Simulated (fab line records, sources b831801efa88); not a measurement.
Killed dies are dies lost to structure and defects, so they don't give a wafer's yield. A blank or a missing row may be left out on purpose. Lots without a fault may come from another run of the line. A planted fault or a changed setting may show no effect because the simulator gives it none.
A struck lot beside a sound one | flow sky130 | 43 steps out of a route of 708
Sound: wafers L314.1, L314.3, L314.4. Struck: wafers L322.1, L322.3, L322.4. The cause comes at the end.
At each step with rows: each side's tool, then ch and its chambers, then its first start. Under that, the readings that differ: sound wafers | struck wafers | difference of the means | sigmas: that difference in standard deviations of wafers without a fault.
alike: readings whose means differ by less than 2 such deviations, and words and numbers that are the same on both sides. not compared: withheld readings, readings that some wafer has no value for, bounds like >300 that may hide the same value, and numbers for which the record gives no deviation and whose values overlap.
The two part at a step that has a row with sigmas, a row that says differs or no value, or rows on one side only. Numbers that don't overlap but have no deviation are shown without sigmas and don't part them. A reading that every wafer of one side lacks parts them only if that side has two wafers or more.

SKY_LDD_HVP_TW_MEAS_10:
  sound on film_metro-04, day 21 23:20; struck on film_metro-01, day 25 02:45
  alike: LDD_HVP_TW
then, 7 steps without rows for these wafers: SKY_LDD_LDN_DEHYDRATE_00 (time 60 s); SKY_LDD_LDN_HMDS_01 (prime time 60 s); SKY_LDD_LDN_COAT_02 (resist thk 1140 nm); SKY_LDD_LDN_SOFTBAKE_03 (time 60 s); SKY_LDD_LDN_EXPOSE_04 (exposes mask LDNTM, target cd 700 nm); SKY_LDD_LDN_PEB_05; SKY_LDD_LDN_DEVELOP_06 (develop time 60 s).
SKY_LDD_LDN_OVL_MEAS_07:
  sound on overlay-01, day 23 06:12; struck on overlay-02, day 26 07:49
  alike: LDD_LDN_OVL
then, 3 steps without rows for these wafers: SKY_LDD_LDN_IMPLANT_08; SKY_LDD_LDN_IMPLANT_09; SKY_LDD_LDN_IMPLANT_10.
SKY_LDD_LDN_IMPLANT_11:
  sound on implanter-04 ch 0, day 23 06:41; struck on implanter-01 ch 0, day 26 08:18
  alike: faraday_current_uA
SKY_LDD_LDN_STRIP_12: strips in O2/N2.
  sound on plasma_asher-01 ch 0,1, day 23 06:50; struck on plasma_asher-03 ch 0,1, day 26 08:27
  alike: drypump_motor_current_A, oes_product_au, strip_time_to_endpoint_s
  not compared: rf_hours_counter_h
SKY_LDD_LDN_TW_MEAS_13:
  sound on film_metro-03, day 23 06:56; struck on film_metro-03, day 26 08:36
  alike: LDD_LDN_TW
then, 2 steps without rows for these wafers: SKY_LDD_LDN_CLEAN_14 (cleans in SC1/SC2, time 150 s); SKY_SPACER_CVD_00 (deposits Si3N4 from DCS/NH3, target thk 43.1 nm, time 740 s).
SKY_SPACER_THK_MEAS_01:
  sound on film_metro-04, day 23 09:28; struck on film_metro-01, day 26 10:17
  alike: SPACER_CVD_00_THK
then, 9 steps without rows for these wafers: SKY_SPACER_ETCHBACK_02 (etches Si3N4 in CH3F/O2, stops on SiO2, time 46.7 s, target depth 45 nm); SKY_POLY_CUT_DEHYDRATE_00 (time 60 s); SKY_POLY_CUT_HMDS_01 (prime time 60 s); SKY_POLY_CUT_COAT_02 (resist thk 60 nm); SKY_POLY_CUT_COAT_03 (resist thk 450 nm); SKY_POLY_CUT_SOFTBAKE_04 (time 90 s); SKY_POLY_CUT_EXPOSE_05 (exposes mask NPCM, target cd 270 nm); SKY_POLY_CUT_PEB_06; SKY_POLY_CUT_DEVELOP_07 (develop time 60 s).
SKY_POLY_CUT_CD_MEAS_08: target cd 270 nm.
  sound on cd_sem-01, day 24 16:07; struck on cd_sem-02, day 27 15:46
  alike: cd_nm
SKY_POLY_CUT_OVL_MEAS_09:
  sound on overlay-02, day 24 16:14; struck on overlay-02, day 27 15:53
  reading           | sound | struck      | difference | sigmas
  POLY_CUT_OVL (nm) | 4 4 2 | -13 -10 -15 | -16        | -3
SKY_POLY_CUT_ETCH_10: etches BARC in N2/H2, stops on SiO2, time 45.9 s, target depth 60 nm.
  sound on rie_diel-04 ch 0,2,3, day 24 16:16; struck on rie_diel-04 ch 0,1,3, day 27 15:55
  alike: drypump_motor_current_A, oes_product_au, throttle_valve_pct
  not compared: rf_hours_counter_h
SKY_POLY_CUT_ETCH_11: etches Si3N4 in CF4/CH2F2/Ar, stops on poly-Si, time 42.5 s, target depth 60 nm.
  sound on rie_diel-04 ch 0,2,3, day 24 16:19; struck on rie_diel-04 ch 0,1,3, day 27 15:58
  reading               | sound             | struck            | difference | sigmas
  oes_product_au (a.u.) | 0.832 0.837 0.836 | 0.810 0.820 0.815 | -0.020     | -3
  alike: drypump_motor_current_A, throttle_valve_pct
  not compared: rf_hours_counter_h
SKY_POLY_CUT_STRIP_12: strips in O2/N2.
  sound on plasma_asher-02 ch 0,1, day 24 16:21; struck on plasma_asher-03 ch 0,1, day 27 16:01
  alike: drypump_motor_current_A, oes_product_au, strip_time_to_endpoint_s
  not compared: rf_hours_counter_h
then, 3 steps without rows for these wafers: SKY_SD_P_DEHYDRATE_00 (time 60 s); SKY_SD_P_HMDS_01 (prime time 60 s); SKY_SD_P_COAT_02 (resist thk 1140 nm).
SKY_SD_P_SOFTBAKE_03: time 61.07 s.
  sound on litho_track-04 ch 0, day 25 07:45; struck on litho_track-03 ch 0, day 28 06:28
  alike: plate_sensor_t_centre_C, plate_sensor_t_edge_C, resist_line_temp_C
then, 3 steps without rows for these wafers: SKY_SD_P_EXPOSE_04 (exposes mask PSDM, target cd 380 nm); SKY_SD_P_PEB_05; SKY_SD_P_DEVELOP_06 (develop time 60 s).
SKY_SD_P_CD_MEAS_07: target cd 380 nm.
  sound on cd_sem-02, day 25 22:24; struck on cd_sem-01, day 28 21:03
  alike: cd_nm
SKY_SD_P_OVL_MEAS_08:
  sound on overlay-01, day 25 22:31; struck on overlay-02, day 28 21:10
  alike: SD_P_OVL
then, 1 step without rows for these wafers: SKY_SD_P_IMPLANT_09.
-- the record jumps here: 19 days lie between the struck wafers' starts before and after (it left off in module SD_P and takes up again in module PAD_OPEN, whose first step shown is number 708 of the route) --
SKY_PAD_OPEN_PROBE_99:
  sound on prober-02, day 46 10:22; struck on prober-02, day 48 08:29
  reading                               | sound             | struck            | difference | sigmas
  model.etest.tip_sonos.rs_ohm_sq_range | 17.22 49.34 56.62 | 92.35 106.4 56.96 | +44.18     |
  alike: killed_at_M0_to_M3, killed_at_M4_up, killed_at_contacts, killed_at_front_end, killed_at_other, killed_dies, killed_open, killed_short

WHERE THEY PART
First at SKY_POLY_CUT_OVL_MEAS_09; last, within this record, at SKY_POLY_CUT_ETCH_11. Later steps at which nothing parts them and some readings are alike: SKY_POLY_CUT_STRIP_12, SKY_SD_P_SOFTBAKE_03, SKY_SD_P_CD_MEAS_07, SKY_SD_P_OVL_MEAS_08, SKY_PAD_OPEN_PROBE_99.

WHY: what the simulator had put in
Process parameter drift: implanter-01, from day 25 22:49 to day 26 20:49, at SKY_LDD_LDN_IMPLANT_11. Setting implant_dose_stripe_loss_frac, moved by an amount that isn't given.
